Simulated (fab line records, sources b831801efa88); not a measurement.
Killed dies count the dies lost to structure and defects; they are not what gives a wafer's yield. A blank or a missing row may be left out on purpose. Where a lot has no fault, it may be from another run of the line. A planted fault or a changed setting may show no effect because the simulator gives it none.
fab line records	flow gf180mcu
record: lots: 5	wafers: 15	lastDay: 34
route steps=602 shown CONTACT@310 M1@315
lots untouched by any fault: they come from a run of this same line in which no faults occurred
startH: hours from the record's first day to the start of the lot's first wafer shown	waitH: time in hours since the lot's previous step	" unchanged from the row above	L1.1+2: one row covering several wafers at once	- no value present, or no start provided	* or withheld: withheld	< > ~ a bound
route shown NAME@n: a module of which the file shows steps, and the number in the route of the first	usual: mean and standard deviation over wafers with no fault	same: alike in all rows	chamber/n: place in a boat	sites: readings site by site	_std_site: standard deviation across them	_edge_site: inner sites' mean taken away from outer sites' mean	radiusMm: for every site, how far away it sits from the centre of the wafer	mask NAME#n: copy n	behind: the tool/chamber that last shaped the wafer	hold: reason for holding the lot/hours on hold/outcome of the hold	device: whichever transistor did not switch (one of n, p or np)	end of line: the tests these same wafers got at the end of their route	for a step that has no rows: nothing shown but its recipe	killed: dies lost to structure and defects at the first sort, not the wafer's yield	map: dies across one wafer; x = killed, . = not, _ = none there
set.NAME: the run value of the setting; set.NAME@STEP: its run value at that earlier step	model.NAME: the simulator's own value behind a step, which no gauge read
lots at some steps of the route; a table a step, a row a wafer
services: from which hour (startH, from the record's first day; less than 0 if before it) a tool's chamber was out of use, for how many hours, and why
== steps ==
step: GF_CONTACT_SPUTTER_23
recipe: material: TiN	targetThkNm: 10	chamberPressurePa: 5	powerW: 4000	timeS: 40
usual: chamberPressurePa: 5.001/0.01	throttleValvePct: 30.0/0.77
lot.wafer	tool	chamber	startH	waitH	chamberPressurePa	throttleValvePct
L079.1	pvdSputter-01	-	409.19	0.0	4.998	28.7
L079.2	"	-	"	"	4.991	31.0
L079.5	"	-	"	"	5.015	30.6
L088.1	pvdSputter-04	-	492.58	0.0	5.000	30.8
L088.2	"	-	"	"	5.019	29.9
L088.5	"	-	"	"	5.002	29.5
L092.1	pvdSputter-03	-	525.23	0.0	4.992	29.2
L092.4	"	-	"	"	4.992	29.9
L092.5	"	-	"	"	5.001	30.4
L095.1	pvdSputter-04	-	551.89	0.0	4.997	30.9
L095.2	"	-	"	"	5.021	29.8
L095.3	"	-	"	"	5.012	29.7
L097.4	pvdSputter-03	-	564.89	0.0	5.005	30.5
L097.5	"	-	"	"	5.003	28.9
L097.6	"	-	"	"	5.008	30.4
step: GF_CONTACT_CVD_24
recipe: material: W	targetThkNm: 300	timeS: 90.339	tempC: 400	pressureTorr: 40
usual: heaterPowerW: 853/110
lot.wafer	tool	chamber	startH	waitH	heaterPowerW
L079.1	cvdW-02	1	409.23	0.0	751
L079.2	"	0	"	"	976
L079.5	"	1	"	"	744
L088.1	cvdW-01	0	492.62	0.0	800
L088.2	"	1	"	"	760
L088.5	"	1	"	"	784
L092.1	cvdW-01	1	525.27	0.0	765
L092.4	"	0	"	"	780
L092.5	"	0	"	"	785
L095.1	cvdW-01	1	551.93	0.0	780
L095.2	"	0	"	"	789
L095.3	"	0	"	"	777
L097.4	cvdW-01	0	564.96	0.1	783
L097.5	"	1	"	"	772
L097.6	"	0	"	"	770
step: GF_CONTACT_RS_MEAS_25
recipe: thkMeasGauge: four-point-probe	reads: W_of_CONTACT_CVD_24+TiN_of_CONTACT_SPUTTER_23+Ti_of_CONTACT_SPUTTER_22
usual: CONTACT_W_RS: 0.379/0.004
lot.wafer	tool	chamber	startH	waitH	CONTACT_W_RS[ohm/sq]
L079.1	filmMetro-02	-	409.33	0.1	0.378
L079.2	"	-	"	"	0.378
L079.5	"	-	"	"	0.380
L088.1	filmMetro-02	-	492.72	0.1	0.386
L088.2	"	-	"	"	0.389
L088.5	"	-	"	"	0.383
L092.1	filmMetro-01	-	525.37	0.1	0.386
L092.4	"	-	"	"	0.374
L092.5	"	-	"	"	0.379
L095.1	filmMetro-02	-	552.03	0.1	0.380
L095.2	"	-	"	"	0.375
L095.3	"	-	"	"	0.373
L097.4	filmMetro-02	-	565.09	0.1	0.379
L097.5	"	-	"	"	0.386
L097.6	"	-	"	"	0.374
step: GF_CONTACT_THK_MEAS_26
recipe: thkMeasGauge: xrf	reads: W_of_CONTACT_CVD_24
usual: CONTACT_W_THK: 299/3.3
lot.wafer	tool	chamber	startH	waitH	CONTACT_W_THK[nm]
L079.1	filmMetro-02	-	409.45	0.1	300
L079.2	"	-	"	"	301
L079.5	"	-	"	"	298
L088.1	filmMetro-02	-	492.84	0.1	294
L088.2	"	-	"	"	294
L088.5	"	-	"	"	298
L092.1	filmMetro-01	-	525.49	0.1	293
L092.4	"	-	"	"	302
L092.5	"	-	"	"	300
L095.1	filmMetro-02	-	552.15	0.1	299
L095.2	"	-	"	"	303
L095.3	"	-	"	"	303
L097.4	filmMetro-02	-	565.18	0.1	298
L097.5	"	-	"	"	295
L097.6	"	-	"	"	303
step: GF_CONTACT_CMP_27
recipe: stopOn: SiO2	downForcePsi: 3.5	platenRpm: 60	tOverpolishS: 15	targetThkNm: 0	padVelocityMS: 0.94248
usual: headPressurePsi: 3.501/0.0074	motorCurrentA: 10.9/0.93	overpolishRunS: 15.000/0.0085	timeToEndpointS: 71/4.2
lot.wafer	tool	chamber	startH	waitH	headPressurePsi	motorCurrentA	overpolishRunS	timeToEndpointS
L079.1	cmp-02	2	409.61	0.1	3.497	11.4	14.998	74
L079.2	"	3	"	"	3.499	10.3	15.008	77
L079.5	"	1	"	"	3.505	11.9	14.996	74
L088.2	cmp-02	1	492.95	0.1	3.502	11.3	14.997	73
L088.1	"	2	"	"	3.491	11.9	14.996	74
L088.5	"	0	"	"	3.490	9.7	14.988	70
L092.1	cmp-02	0	525.60	0.1	3.489	9.8	14.997	68
L092.4	"	2	"	"	3.512	12.3	15.001	73
L092.5	"	3	"	"	3.498	10.0	15.007	76
L095.2	cmp-02	2	552.21	0.0	3.490	11.9	14.998	77
L095.3	"	3	"	"	3.494	10.9	14.985	79
L095.1	"	0	"	"	3.508	9.7	15.004	75
L097.4	cmp-02	3	565.31	0.1	3.497	9.9	15.006	73
L097.6	"	1	"	"	3.494	11.8	15.003	73
L097.5	"	2	"	"	3.507	11.8	15.009	72
step: GF_M1_SPUTTER_00
recipe: material: Ti	targetThkNm: 37.5	arrivingIonEnergyEv: 80	substrateTempC: 200	chamberPressurePa: 2	powerW: 4000	timeS: 150
usual: chamberPressurePa: 2.000/0.0042	throttleValvePct: 30.2/1.3
lot.wafer	tool	chamber	startH	waitH	chamberPressurePa	throttleValvePct
L079.1	pvdSputter-03	-	409.81	0.1	1.996	30.0
L079.2	"	-	"	"	2.003	29.1
L079.5	"	-	"	"	2.005	28.5
L088.1	pvdSputter-02	-	493.20	0.1	2.007	28.6
L088.2	"	-	"	"	2.002	31.1
L088.5	"	-	"	"	1.993	30.0
L092.1	pvdSputter-02	-	525.85	0.2	1.995	28.2
L092.4	"	-	"	"	2.002	30.1
L092.5	"	-	"	"	2.002	28.4
L095.1	pvdSputter-01	-	552.51	0.1	2.000	30.6
L095.2	"	-	"	"	2.004	28.3
L095.3	"	-	"	"	1.998	31.0
L097.4	pvdSputter-02	-	565.51	0.1	1.997	32.6
L097.5	"	-	"	"	1.999	30.0
L097.6	"	-	"	"	1.997	32.8
step: GF_M1_SPUTTER_01
recipe: material: TiN	targetThkNm: 30	powerW: 6500	timeS: 25	chamberPressurePa: 0.4
usual: chamberPressurePa: 0.4000/0.00085	throttleValvePct: 30.2/1.2
lot.wafer	tool	chamber	startH	waitH	chamberPressurePa	throttleValvePct
L079.1	pvdSputter-03	-	409.91	0.1	0.3991	30.0
L079.2	"	-	"	"	0.4004	29.0
L079.5	"	-	"	"	0.4004	28.9
L088.1	pvdSputter-02	-	493.30	0.1	0.4009	28.5
L088.2	"	-	"	"	0.3996	31.1
L088.5	"	-	"	"	0.4007	29.9
L092.1	pvdSputter-02	-	525.95	0.1	0.4014	28.3
L092.4	"	-	"	"	0.4003	29.9
L092.5	"	-	"	"	0.4012	28.5
L095.1	pvdSputter-01	-	552.61	0.1	0.4001	30.7
L095.2	"	-	"	"	0.4010	28.7
L095.3	"	-	"	"	0.3995	31.0
L097.4	pvdSputter-02	-	565.61	0.1	0.4029	32.7
L097.5	"	-	"	"	0.3993	30.0
L097.6	"	-	"	"	0.4018	32.8
step: GF_M1_SPUTTER_02
recipe: material: AlCu	targetThkNm: 450	powerW: 10600	timeS: 23.9	chamberPressurePa: 0.4
usual: chamberPressurePa: 0.3999/0.00085	throttleValvePct: 30.3/1.3
lot.wafer	tool	chamber	startH	waitH	chamberPressurePa	throttleValvePct
L079.1	pvdSputter-03	-	409.94	0.0	0.3997	29.9
L079.2	"	-	"	"	0.4000	29.0
L079.5	"	-	"	"	0.3990	28.9
L088.1	pvdSputter-02	-	493.33	0.0	0.4000	28.7
L088.2	"	-	"	"	0.3996	31.0
L088.5	"	-	"	"	0.4001	30.0
L092.1	pvdSputter-02	-	525.98	0.0	0.3987	28.5
L092.4	"	-	"	"	0.3996	30.0
L092.5	"	-	"	"	0.4003	28.8
L095.1	pvdSputter-01	-	552.64	0.0	0.4004	30.6
L095.2	"	-	"	"	0.4004	28.7
L095.3	"	-	"	"	0.4008	30.8
L097.4	pvdSputter-02	-	565.64	0.0	0.4006	32.6
L097.5	"	-	"	"	0.4001	30.2
L097.6	"	-	"	"	0.3995	32.9
step: GF_M1_SPUTTER_03
recipe: material: Ti	targetThkNm: 10	substrateTempC: 300	chamberPressurePa: 0.3	powerW: 3000	timeS: 6.7
usual: chamberPressurePa: 0.3000/0.00059	throttleValvePct: 30.2/1.3
lot.wafer	tool	chamber	startH	waitH	chamberPressurePa	throttleValvePct
L079.1	pvdSputter-03	-	409.97	0.0	0.2987	29.6
L079.2	"	-	"	"	0.2998	29.1
L079.5	"	-	"	"	0.2996	28.8
L088.1	pvdSputter-02	-	493.36	0.0	0.2991	28.5
L088.2	"	-	"	"	0.3004	31.3
L088.5	"	-	"	"	0.2992	30.0
L092.1	pvdSputter-02	-	526.01	0.0	0.3012	28.7
L092.4	"	-	"	"	0.3002	30.2
L092.5	"	-	"	"	0.3000	28.5
L095.1	pvdSputter-01	-	552.67	0.0	0.3005	30.9
L095.2	"	-	"	"	0.3006	28.6
L095.3	"	-	"	"	0.3003	30.9
L097.4	pvdSputter-02	-	565.67	0.0	0.2999	32.3
L097.5	"	-	"	"	0.2997	30.4
L097.6	"	-	"	"	0.2997	32.5
step: GF_M1_SPUTTER_04
recipe: material: TiN	targetThkNm: 50	powerW: 6500	timeS: 41.7	chamberPressurePa: 0.4
usual: chamberPressurePa: 0.3999/0.00084	throttleValvePct: 30.2/1.2
lot.wafer	tool	chamber	startH	waitH	chamberPressurePa	throttleValvePct
L079.1	pvdSputter-03	-	409.99	0.0	0.3996	29.9
L079.2	"	-	"	"	0.3996	28.9
L079.5	"	-	"	"	0.3992	28.6
L088.1	pvdSputter-02	-	493.38	0.0	0.3994	28.7
L088.2	"	-	"	"	0.4010	31.0
L088.5	"	-	"	"	0.4002	30.2
L092.1	pvdSputter-02	-	526.03	0.0	0.3988	28.4
L092.4	"	-	"	"	0.3997	30.1
L092.5	"	-	"	"	0.3986	28.4
L095.1	pvdSputter-01	-	552.69	0.0	0.3987	30.8
L095.2	"	-	"	"	0.3995	28.5
L095.3	"	-	"	"	0.3997	30.9
L097.4	pvdSputter-02	-	565.69	0.0	0.4005	32.6
L097.5	"	-	"	"	0.3986	30.1
L097.6	"	-	"	"	0.4005	32.3
step: GF_M1_RS_MEAS_05
recipe: thkMeasGauge: four-point-probe	reads: TiN_of_M1_SPUTTER_04+Ti_of_M1_SPUTTER_03+AlCu_of_M1_SPUTTER_02+TiN_of_M1_SPUTTER_01+Ti_of_M1_SPUTTER_00
usual: M1_ALCU_RS: 0.0698/0.00085
lot.wafer	tool	chamber	startH	waitH	M1_ALCU_RS[ohm/sq]
L079.1	filmMetro-04	-	410.03	0.0	0.0705
L079.2	"	-	"	"	0.0712
L079.5	"	-	"	"	0.0704
L088.1	filmMetro-02	-	493.42	0.0	0.0694
L088.2	"	-	"	"	0.0698
L088.5	"	-	"	"	0.0711
L092.1	filmMetro-04	-	526.07	0.0	0.0688
L092.4	"	-	"	"	0.0707
L092.5	"	-	"	"	0.0689
L095.1	filmMetro-03	-	552.73	0.0	0.0702
L095.2	"	-	"	"	0.0704
L095.3	"	-	"	"	0.0689
L097.4	filmMetro-03	-	565.79	0.1	0.0700
L097.5	"	-	"	"	0.0711
L097.6	"	-	"	"	0.0705
step: GF_M1_THK_MEAS_06
recipe: thkMeasGauge: xrf	reads: AlCu_of_M1_SPUTTER_02
usual: M1_ALCU_THK: 452/5.7
lot.wafer	tool	chamber	startH	waitH	M1_ALCU_THK[nm]
L079.1	filmMetro-04	-	410.15	0.1	445
L079.2	"	-	"	"	441
L079.5	"	-	"	"	446
L088.1	filmMetro-02	-	493.54	0.1	453
L088.2	"	-	"	"	450
L088.5	"	-	"	"	441
L092.1	filmMetro-04	-	526.19	0.1	456
L092.4	"	-	"	"	446
L092.5	"	-	"	"	455
L095.1	filmMetro-03	-	552.85	0.1	450
L095.2	"	-	"	"	450
L095.3	"	-	"	"	457
L097.4	filmMetro-03	-	565.88	0.1	450
L097.5	"	-	"	"	444
L097.6	"	-	"	"	445
step: GF_M1_DEHYDRATE_07
recipe: tempC: 200	timeS: 60
lot.wafer	tool	chamber	startH	waitH
L079.1+2+5	lithoTrack-03	0	422.16	12.0
L088.1+2+5	lithoTrack-01	0	504.59	11.0
L092.1+4+5	lithoTrack-01	0	536.79	10.6
L095.1+2+3	lithoTrack-01	0	563.59	10.7
L097.4+5+6	lithoTrack-03	0	576.08	10.2
step: GF_M1_HMDS_08
recipe: primeTimeS: 60	primeTempC: 120
lot.wafer	tool	chamber	startH	waitH
L079.1+2+5	lithoTrack-03	0	422.31	0.1
L088.1+2+5	lithoTrack-01	0	504.74	0.1
L092.1+4+5	lithoTrack-01	0	536.94	0.1
L095.1+2+3	lithoTrack-01	0	563.74	0.1
L097.4+5+6	lithoTrack-03	0	576.23	0.1
step: GF_M1_COAT_09
recipe: resist: KrF	spinRpm: withheld	resistThkNm: 1000
lot.wafer	tool	chamber	startH	waitH
L079.1+2+5	lithoTrack-03	0	422.46	0.1
L088.1+2+5	lithoTrack-01	0	504.89	0.1
L092.1+4+5	lithoTrack-01	0	537.09	0.1
L095.1+2+3	lithoTrack-01	0	563.89	0.1
L097.4+5+6	lithoTrack-03	0	576.38	0.1
step: GF_M1_SOFTBAKE_10
recipe: tempC: 130	timeS: 60	resist: KrF
lot.wafer	tool	chamber	startH	waitH
L079.1+2+5	lithoTrack-03	0	422.61	0.1
L088.1+2+5	lithoTrack-01	0	505.04	0.1
L092.1+4+5	lithoTrack-01	0	537.24	0.1
L095.1+2+3	lithoTrack-01	0	564.04	0.1
L097.4+5+6	lithoTrack-03	0	576.53	0.1
step: GF_M1_EXPOSE_11
recipe: maskId: Metal1	targetCdNm: 230	na: 0.68	sourceShape: conventional	sigmaOuter: 0.6	doseMj: 28
usual: reticleTempC: 23.03/0.11
same: na: 0.68
lot.wafer	tool	chamber	startH	waitH	mask	reticleTempC
L079.1	krfScanner-01	0	-	-	Metal1#0	23.04
L079.2	"	0	"	"	Metal1#0	22.95
L079.5	"	0	"	"	Metal1#0	22.89
L088.1	krfScanner-02	0	-	-	Metal1#0	23.17
L088.2	"	0	"	"	Metal1#0	23.04
L088.5	"	0	"	"	Metal1#0	22.95
L092.1	krfScanner-02	0	-	-	Metal1#0	23.05
L092.4	"	0	"	"	Metal1#0	22.84
L092.5	"	0	"	"	Metal1#0	23.01
L095.1	krfScanner-01	0	-	-	Metal1#0	22.97
L095.2	"	0	"	"	Metal1#0	23.03
L095.3	"	0	"	"	Metal1#0	23.04
L097.4	krfScanner-01	0	-	-	Metal1#0	22.77
L097.5	"	0	"	"	Metal1#0	22.89
L097.6	"	0	"	"	Metal1#0	22.98
step: GF_M1_PEB_12
recipe: pebTempC: 135.6	pebTimeS: 90	resist: KrF
lot.wafer	tool	chamber	startH	waitH
L079.1+2+5	lithoTrack-03	0	-	-
L088.1+2+5	lithoTrack-01	0	-	-
L092.1+4+5	lithoTrack-02	0	-	-
L095.1+2+3	lithoTrack-02	0	-	-
L097.4+5+6	lithoTrack-02	0	-	-
step: GF_M1_DEVELOP_13
recipe: developTimeS: 60	devTempC: 21
lot.wafer	tool	chamber	startH	waitH
L079.1+2+5	lithoTrack-03	0	434.31	0.2
L088.1+2+5	lithoTrack-01	0	515.79	0.2
L092.1+4+5	lithoTrack-02	0	548.77	0.2
L095.1+2+3	lithoTrack-02	0	575.22	0.2
L097.4+5+6	lithoTrack-02	0	586.70	0.1
step: GF_M1_CD_MEAS_14
recipe: targetCdNm: 230
usual: cdNm: 229.9/1.3
lot.wafer	tool	chamber	startH	waitH	cdNm
L079.1	cdSem-01	-	434.46	0.1	230.2
L079.2	"	-	"	"	229.6
L079.5	"	-	"	"	229.4
L088.1	cdSem-01	-	515.94	0.1	229.5
L088.2	"	-	"	"	229.3
L088.5	"	-	"	"	228.4
L092.1	cdSem-02	-	548.92	0.1	229.7
L092.4	"	-	"	"	228.9
L092.5	"	-	"	"	228.6
L095.1	cdSem-02	-	575.37	0.1	229.9
L095.2	"	-	"	"	229.7
L095.3	"	-	"	"	230.4
L097.4	cdSem-02	-	586.83	0.1	228.1
L097.5	"	-	"	"	228.8
L097.6	"	-	"	"	229.3
step: GF_M1_OVL_MEAS_15
usual: M1_OVL: -3/4.8
lot.wafer	tool	chamber	startH	waitH	M1_OVL[nm]
L079.1	overlay-02	-	434.58	0.1	-3
L079.2	"	-	"	"	-12
L079.5	"	-	"	"	-10
L088.1	overlay-01	-	516.06	0.1	-4
L088.2	"	-	"	"	-6
L088.5	"	-	"	"	1
L092.1	overlay-01	-	549.04	0.1	0
L092.4	"	-	"	"	1
L092.5	"	-	"	"	-7
L095.1	overlay-02	-	575.49	0.1	-7
L095.2	"	-	"	"	1
L095.3	"	-	"	"	-6
L097.4	overlay-02	-	586.91	0.1	-14
L097.5	"	-	"	"	2
L097.6	"	-	"	"	-8
step: GF_M1_METAL_ETCH_16
recipe: chemistry: Cl2/BCl3	maskMaterial: KrF	targetDepthNm: 627.5	stopOn: SiO2	pressureMtorr: 8	icpW: 800	biasW: 140	Cl2_flow_sccm: 80	bcl3FlowSccm: 40	timeS: 104.6
usual: drypumpMotorCurrentA: 5.84/0.24	oesProductAu: 0.969/0.0064	throttleValvePct: 28.254/0.011
lot.wafer	tool	chamber	startH	waitH	drypumpMotorCurrentA	oesProductAu	rfHoursCounterH	throttleValvePct
L079.1	rieMetal-04	1	434.61	0.0	6.17	0.960	5	28.248
L079.2	"	0	"	"	5.61	0.956	8	28.255
L079.5	"	0	"	"	5.63	0.964	-	28.263
L088.1	rieMetal-02	1	516.09	0.0	6.05	0.977	0	28.248
L088.2	"	0	"	"	5.76	0.977	2	28.270
L088.5	"	0	"	"	5.76	0.966	-	28.237
L092.1	rieMetal-03	1	549.08	0.0	5.55	0.967	11	28.253
L092.4	"	0	"	"	5.98	0.975	-	28.251
L092.5	"	1	"	"	5.53	0.976	-	28.254
L095.1	rieMetal-04	0	575.53	0.0	5.58	0.964	11	28.251
L095.2	"	1	"	"	6.16	0.958	8	28.258
L095.3	"	0	"	"	5.62	0.973	-	28.253
L097.4	rieMetal-04	1	586.97	0.0	6.15	0.979	-	28.253
L097.5	"	0	"	"	5.61	0.954	-	28.273
L097.6	"	1	"	"	6.15	0.968	-	28.274
== services ==
tool	chamber	startH	hours	kind
cvdW-01	-	390.00	14.0	pm
cmp-02	-	391.06	5.2	pm
pvdSputter-01	-	395.83	8.4	repair
rieMetal-04	-	397.67	0.7	repair
krfScanner-02	-	403.62	1.3	pm
krfScanner-02	-	441.24	1.0	pm
cvdW-01	-	456.23	0.8	repair
krfScanner-01	-	457.02	1.3	pm
pvdSputter-03	-	473.95	0.7	repair
cmp-02	-	486.94	1.8	repair
krfScanner-02	-	491.05	0.8	pm
pvdSputter-04	-	497.86	5.6	repair
rieMetal-04	-	521.63	2.8	pm
pvdSputter-04	-	521.92	4.1	repair
pvdSputter-03	-	527.55	2.9	repair
krfScanner-01	-	528.71	3.6	pm
krfScanner-01	-	533.97	0.7	repair
pvdSputter-02	-	538.49	8.1	repair
krfScanner-01	-	544.96	0.8	pm
krfScanner-01	-	546.08	1.0	pm
pvdSputter-01	-	554.01	1.5	repair
krfScanner-02	-	559.80	3.6	pm
cmp-02	-	572.00	4.0	pm
cmp-02	-	577.12	1.3	repair
== key ==
fault none
